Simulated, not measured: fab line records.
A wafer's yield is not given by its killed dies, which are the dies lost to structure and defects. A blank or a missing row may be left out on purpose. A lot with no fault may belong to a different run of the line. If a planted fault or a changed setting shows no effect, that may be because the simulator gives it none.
fab line records | flow sky130
record: lots: 7 | wafers: 21 | last-day: 49
route steps=708 shown METAL3@536 CAPM@537
lots that met no fault: taken from a fault-free run of the same line
start-h: start of the lot's first displayed wafer, in hours after the record's first day | wait-h: hours from the lot's prior step to this one | " unchanged from the row above | L1.1+2: a single row standing in for several wafers | - value missing, or start not given | * or withheld: withheld | < > ~ a bound
route shown NAME@n: NAME is a module with steps in the file, n the number in the route of the first one | usual: average and standard deviation across the fault-free wafers | same: alike in all rows | chamber/n: place in a boat | sites: per-site readings | _std_site: their standard deviation | _edge_site: the outer-site mean with the inner-site mean subtracted | radius-mm: how far each site lies from the wafer's centre | mask NAME#n: copy n | behind: tool/chamber where the wafer was last shaped | hold: why the lot went on hold/how many hours it stayed there/how the hold came to an end | device: the n, p or np transistor that did not switch | end of line: the same wafers' tests at the end of the route | a step with no rows: only its recipe | killed: count of dies lost to structure and defects at first sort (not the wafer's yield) | map: a wafer's dies, x killed, . not, _ none there
set.NAME: the setting the step ran with; set.NAME@STEP: the setting that earlier step ran with | model.NAME: the simulator's own value behind a step, which no gauge read
certain route steps with their lots: each step a table, each wafer a row
services: when a tool's chamber went out of use (start-h, in hours from the record's first day, below 0 if earlier), for how many hours, and the reason
== steps ==
step: SKY_METAL3_SPUTTER_04
recipe: material: TiN | target-thk-nm: 70 | power-w: 6500 | time-s: 58.3 | chamber-pressure-pa: 0.4
usual: throttle-valve-pct: 29.9/0.87
lot.wafer | tool           | chamber | start-h | wait-h | throttle-valve-pct
L918.1    | pvd-sputter-01 | -       | 910.17  | 0.0    | 30.4
L918.4    | "              | -       | "       | "      | 29.0
L918.6    | "              | -       | "       | "      | 30.6
L925.2    | pvd-sputter-01 | -       | 959.88  | 0.0    | 30.6
L925.3    | "              | -       | "       | "      | 31.1
L925.6    | "              | -       | "       | "      | 28.2
L926.1    | pvd-sputter-03 | -       | 967.78  | 0.0    | 31.1
L926.2    | "              | -       | "       | "      | 29.9
L926.5    | "              | -       | "       | "      | 31.1
L927.3    | pvd-sputter-01 | -       | 968.67  | 0.0    | 28.5
L927.5    | "              | -       | "       | "      | 30.5
L927.6    | "              | -       | "       | "      | 28.5
L928.1    | pvd-sputter-03 | -       | 972.93  | 0.0    | 30.4
L928.2    | "              | -       | "       | "      | 29.6
L928.4    | "              | -       | "       | "      | 29.2
L930.2    | pvd-sputter-03 | -       | 995.95  | 0.0    | 30.2
L930.3    | "              | -       | "       | "      | 29.6
L930.4    | "              | -       | "       | "      | 31.1
L931.1    | pvd-sputter-01 | -       | 999.32  | 0.0    | 28.8
L931.2    | "              | -       | "       | "      | 30.8
L931.4    | "              | -       | "       | "      | 30.8
step: SKY_CAPM_CVD_00
recipe: material: SiO2 | target-thk-nm: 15.5 | temp-c: 400 | time-s: withheld | rf-w: 450
usual: heater-power-w: 767/95
lot.wafer | tool     | chamber | start-h | wait-h | heater-power-w
L918.1    | pecvd-03 | 1       | 910.22  | 0.0    | 617
L918.4    | "        | 1       | "       | "      | 587
L918.6    | "        | 2       | "       | "      | 934
L925.2    | pecvd-03 | 0       | 959.93  | 0.0    | 833
L925.3    | "        | 2       | "       | "      | 939
L925.6    | "        | 0       | "       | "      | 835
L926.1    | pecvd-04 | 2       | 967.83  | 0.0    | 801
L926.2    | "        | 1       | "       | "      | 783
L926.5    | "        | 2       | "       | "      | 826
L927.3    | pecvd-01 | 1       | 968.72  | 0.0    | 713
L927.5    | "        | 1       | "       | "      | 699
L927.6    | "        | 0       | "       | "      | 852
L928.1    | pecvd-01 | 1       | 972.98  | 0.0    | 608
L928.2    | "        | 0       | "       | "      | 818
L928.4    | "        | 0       | "       | "      | 824
L930.2    | pecvd-04 | 0       | 996.00  | 0.0    | 698
L930.3    | "        | 1       | "       | "      | 859
L930.4    | "        | 0       | "       | "      | 705
L931.1    | pecvd-03 | 1       | 999.37  | 0.0    | 682
L931.2    | "        | 2       | "       | "      | 862
L931.4    | "        | 0       | "       | "      | 911
step: SKY_CAPM_THK_MEAS_01
recipe: reads: SiO2_of_CAPM_CVD_00
usual: CAPM_CVD_00_THK: 15.51/0.2
lot.wafer | tool          | chamber | start-h | wait-h | CAPM_CVD_00_THK[nm]
L918.1    | film-metro-03 | -       | 910.24  | -      | 15.56
L918.4    | "             | -       | "       | "      | 15.84
L918.6    | "             | -       | "       | "      | 15.90
L925.2    | film-metro-02 | -       | 959.96  | -      | 15.34
L925.3    | "             | -       | "       | "      | 15.44
L925.6    | "             | -       | "       | "      | 15.57
L926.1    | film-metro-04 | -       | 967.85  | -      | 15.42
L926.2    | "             | -       | "       | "      | 15.38
L926.5    | "             | -       | "       | "      | 15.41
L927.3    | film-metro-03 | -       | 968.76  | -      | 15.67
L927.5    | "             | -       | "       | "      | 15.71
L927.6    | "             | -       | "       | "      | 15.83
L928.1    | film-metro-02 | -       | 973.00  | -      | 15.52
L928.2    | "             | -       | "       | "      | 15.50
L928.4    | "             | -       | "       | "      | 15.68
L930.2    | film-metro-04 | -       | 996.03  | -      | 15.66
L930.3    | "             | -       | "       | "      | 15.49
L930.4    | "             | -       | "       | "      | 15.85
L931.1    | film-metro-04 | -       | 999.39  | -      | 15.42
L931.2    | "             | -       | "       | "      | 15.44
L931.4    | "             | -       | "       | "      | 15.63
step: SKY_CAPM_SPUTTER_02
recipe: material: TiN | target-thk-nm: 200 | temp-c: 300 | power-w: 6500 | time-s: 158.6 | chamber-pressure-pa: 0.4
usual: throttle-valve-pct: 30.0/1.1
lot.wafer | tool           | chamber | start-h | wait-h | throttle-valve-pct
L918.1    | pvd-sputter-04 | -       | 910.30  | 0.1    | 30.2
L918.4    | "              | -       | "       | "      | 30.9
L918.6    | "              | -       | "       | "      | 28.2
L925.2    | pvd-sputter-02 | -       | 960.01  | 0.0    | 29.2
L925.3    | "              | -       | "       | "      | 31.3
L925.6    | "              | -       | "       | "      | 31.3
L926.1    | pvd-sputter-04 | -       | 967.91  | 0.1    | 30.2
L926.2    | "              | -       | "       | "      | 31.0
L926.5    | "              | -       | "       | "      | 29.4
L927.3    | pvd-sputter-03 | -       | 968.80  | 0.0    | 30.8
L927.5    | "              | -       | "       | "      | 30.3
L927.6    | "              | -       | "       | "      | 29.4
L928.1    | pvd-sputter-02 | -       | 973.06  | 0.1    | 31.5
L928.2    | "              | -       | "       | "      | 29.2
L928.4    | "              | -       | "       | "      | 28.8
L930.2    | pvd-sputter-02 | -       | 996.08  | 0.0    | 31.5
L930.3    | "              | -       | "       | "      | 29.3
L930.4    | "              | -       | "       | "      | 28.9
L931.1    | pvd-sputter-04 | -       | 999.45  | 0.1    | 30.8
L931.2    | "              | -       | "       | "      | 29.4
L931.4    | "              | -       | "       | "      | 30.2
step: SKY_CAPM_RS_MEAS_03
recipe: thk-meas-gauge: four-point-probe | reads: TiN_of_CAPM_SPUTTER_02
usual: CAPM_TIN_RS: 7.25/0.087
lot.wafer | tool          | chamber | start-h | wait-h | CAPM_TIN_RS[ohm/sq]
L918.1    | film-metro-02 | -       | 910.41  | 0.1    | 7.19
L918.4    | "             | -       | "       | "      | 7.17
L918.6    | "             | -       | "       | "      | 7.18
L925.2    | film-metro-04 | -       | 960.14  | 0.1    | 7.04
L925.3    | "             | -       | "       | "      | 7.17
L925.6    | "             | -       | "       | "      | 7.17
L926.1    | film-metro-03 | -       | 968.02  | 0.1    | 7.33
L926.2    | "             | -       | "       | "      | 7.39
L926.5    | "             | -       | "       | "      | 7.22
L927.3    | film-metro-04 | -       | 968.95  | 0.1    | 7.26
L927.5    | "             | -       | "       | "      | 7.33
L927.6    | "             | -       | "       | "      | 7.25
L928.1    | film-metro-04 | -       | 973.17  | 0.1    | 7.21
L928.2    | "             | -       | "       | "      | 7.09
L928.4    | "             | -       | "       | "      | 7.25
L930.2    | film-metro-02 | -       | 996.21  | 0.1    | 7.28
L930.3    | "             | -       | "       | "      | 7.18
L930.4    | "             | -       | "       | "      | 7.27
L931.1    | film-metro-02 | -       | 999.56  | 0.1    | 7.32
L931.2    | "             | -       | "       | "      | 7.29
L931.4    | "             | -       | "       | "      | 7.33
step: SKY_CAPM_THK_MEAS_04
recipe: thk-meas-gauge: xrf | reads: TiN_of_CAPM_SPUTTER_02
usual: CAPM_TIN_THK: 192.6/2.4
lot.wafer | tool          | chamber | start-h | wait-h | CAPM_TIN_THK[nm]
L918.1    | film-metro-02 | -       | 910.53  | 0.1    | 193.8
L918.4    | "             | -       | "       | "      | 194.2
L918.6    | "             | -       | "       | "      | 194.3
L925.2    | film-metro-04 | -       | 960.25  | 0.1    | 197.8
L925.3    | "             | -       | "       | "      | 195.4
L925.6    | "             | -       | "       | "      | 195.7
L926.1    | film-metro-03 | -       | 968.14  | 0.1    | 188.4
L926.2    | "             | -       | "       | "      | 187.2
L926.5    | "             | -       | "       | "      | 192.2
L927.3    | film-metro-04 | -       | 969.05  | 0.1    | 192.6
L927.5    | "             | -       | "       | "      | 191.1
L927.6    | "             | -       | "       | "      | 192.7
L928.1    | film-metro-04 | -       | 973.29  | 0.1    | 194.8
L928.2    | "             | -       | "       | "      | 197.2
L928.4    | "             | -       | "       | "      | 192.3
L930.2    | film-metro-02 | -       | 996.32  | 0.1    | 192.7
L930.3    | "             | -       | "       | "      | 194.3
L930.4    | "             | -       | "       | "      | 192.6
L931.1    | film-metro-02 | -       | 999.68  | 0.1    | 190.4
L931.2    | "             | -       | "       | "      | 191.7
L931.4    | "             | -       | "       | "      | 190.7
step: SKY_CAPM_DEHYDRATE_05
recipe: temp-c: 200 | time-s: 60
step: SKY_CAPM_HMDS_06
recipe: prime-time-s: 60 | prime-temp-c: 120
step: SKY_CAPM_COAT_07
recipe: resist: NOVOLAK | spin-rpm: 3000 | resist-thk-nm: 1140
step: SKY_CAPM_SOFTBAKE_08
recipe: temp-c: 90 | time-s: 60 | resist: NOVOLAK
step: SKY_CAPM_EXPOSE_09
recipe: mask-id: CAPM | na: 0.6 | source-shape: conventional | sigma-outer: 0.6 | polarization: unpolarized | target-cd-nm: 1000 | dose-mj: 159
step: SKY_CAPM_PEB_10
recipe: temp-c: withheld | time-s: * | resist: NOVOLAK
step: SKY_CAPM_DEVELOP_11
recipe: resist: NOVOLAK | developer: TMAH | develop-time-s: 60 | dev-temp-c: 23
usual: chill-plate-temp-C: 23.01/0.11 | develop-time-s: 60/0
lot.wafer | tool           | chamber | start-h | wait-h | chill-plate-temp-C | develop-time-s
L918.1    | litho-track-01 | 0       | 934.77  | 0.1    | 23.11              | 60
L918.4    | "              | 0       | "       | "      | 23.05              | 60
L918.6    | "              | 0       | "       | "      | 23.05              | 60
L925.2    | litho-track-04 | 0       | 984.18  | 0.1    | 23.03              | 60
L925.3    | "              | 0       | "       | "      | 23.06              | 60
L925.6    | "              | 0       | "       | "      | 23.13              | 60
L926.1    | litho-track-04 | -       | 991.76  | 0.1    | -                  | -
L926.2    | "              | -       | "       | "      | -                  | -
L926.5    | "              | -       | "       | "      | -                  | -
L927.3    | litho-track-04 | -       | 992.41  | 0.1    | -                  | -
L927.5    | "              | -       | "       | "      | -                  | -
L927.6    | "              | -       | "       | "      | -                  | -
L928.1    | litho-track-01 | -       | 996.52  | 0.1    | -                  | -
L928.2    | "              | -       | "       | "      | -                  | -
L928.4    | "              | -       | "       | "      | -                  | -
L930.2    | litho-track-02 | 0       | 1018.61 | 0.1    | 23.08              | 60
L930.3    | "              | 0       | "       | "      | 23.26              | 60
L930.4    | "              | 0       | "       | "      | 23.01              | 60
L931.1    | litho-track-01 | 0       | 1022.17 | 0.1    | 22.95              | 60
L931.2    | "              | 0       | "       | "      | 22.89              | 60
L931.4    | "              | 0       | "       | "      | 22.95              | 60
step: SKY_CAPM_OVL_MEAS_12
usual: CAPM_OVL: 0.9/1.4
lot.wafer | tool       | chamber | start-h | wait-h | CAPM_OVL[nm]
L918.1    | overlay-01 | -       | 934.92  | 0.1    | 2.5
L918.4    | "          | -       | "       | "      | 2.9
L918.6    | "          | -       | "       | "      | 2.5
L925.2    | overlay-02 | -       | 984.32  | 0.1    | 1.7
L925.3    | "          | -       | "       | "      | 3.5
L925.6    | "          | -       | "       | "      | 2.1
L926.1    | overlay-01 | -       | 991.91  | 0.1    | -
L926.2    | "          | -       | "       | "      | -
L926.5    | "          | -       | "       | "      | -
L927.3    | overlay-02 | -       | 992.52  | 0.1    | -
L927.5    | "          | -       | "       | "      | -
L927.6    | "          | -       | "       | "      | -
L928.1    | overlay-02 | -       | 996.67  | 0.1    | -
L928.2    | "          | -       | "       | "      | -
L928.4    | "          | -       | "       | "      | -
L930.2    | overlay-02 | -       | 1018.74 | 0.1    | 1.1
L930.3    | "          | -       | "       | "      | 0.3
L930.4    | "          | -       | "       | "      | 0.4
L931.1    | overlay-01 | -       | 1022.32 | 0.1    | 1.4
L931.2    | "          | -       | "       | "      | 1.1
L931.4    | "          | -       | "       | "      | 0.4
== services ==
tool           | chamber | start-h | hours | kind
pecvd-03       | 2       | 895.15  | 7.0   | repair
pecvd-01       | 0       | 898.33  | 6.6   | repair
pvd-sputter-02 | -       | 916.83  | 3.3   | repair
pecvd-03       | 2       | 925.04  | 3.7   | repair
pecvd-04       | 0       | 945.56  | 5.0   | scheduled-down
pecvd-01       | -       | 947.78  | 5.5   | pm
pecvd-04       | -       | 976.46  | 6.0   | pm
pvd-sputter-01 | -       | 980.41  | 4.4   | repair
pvd-sputter-04 | -       | 986.82  | 2.7   | repair
pvd-sputter-02 | -       | 987.22  | 1.5   | repair
pecvd-03       | 0       | 992.30  | 4.5   | repair
pecvd-04       | 1       | 999.38  | -     | clean
pecvd-04       | 1       | 999.38  | -     | consumable-replace:showerhead
pecvd-04       | 1       | 999.38  | 29.0  | scheduled-down
pecvd-04       | 1       | 999.38  | 29.0  | vent-cycle
pvd-sputter-02 | -       | 1006.35 | 1.9   | repair
pecvd-01       | 2       | 1019.90 | 15.8  | repair
== key ==
first-sign: step: SKY_CAPM_DEVELOP_11 | reading: tool-record | direction: missing
effect none on later readings
met-at SKY_CAPM_DEVELOP_11
struck-wafers L926.1,L926.2,L926.5,L927.3,L927.5,L927.6,L928.1,L928.2,L928.4
later-rows-left-out L926.1,L926.2,L926.5,L927.3,L927.5,L927.6,L928.1,L928.2,L928.4
sort-left-out L926.1,L926.2,L926.5,L927.3,L927.5,L927.6,L928.1,L928.2,L928.4
onset-between 984.18 991.76
fault: kind: skipped-step-whole | tool: litho-track-01,litho-track-04 | chamber: - | onset-h: 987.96 | steps: SKY_CAPM_DEVELOP_11 | scope: struck-lots-only
sort-left-out: the simulated sort isn't trusted on such a fault, so these wafers' sort isn't shown, and their yield isn't known
later-rows-left-out: the simulator's readings of these wafers behind a module that went badly wrong aren't trusted and aren't shown, but for the sort
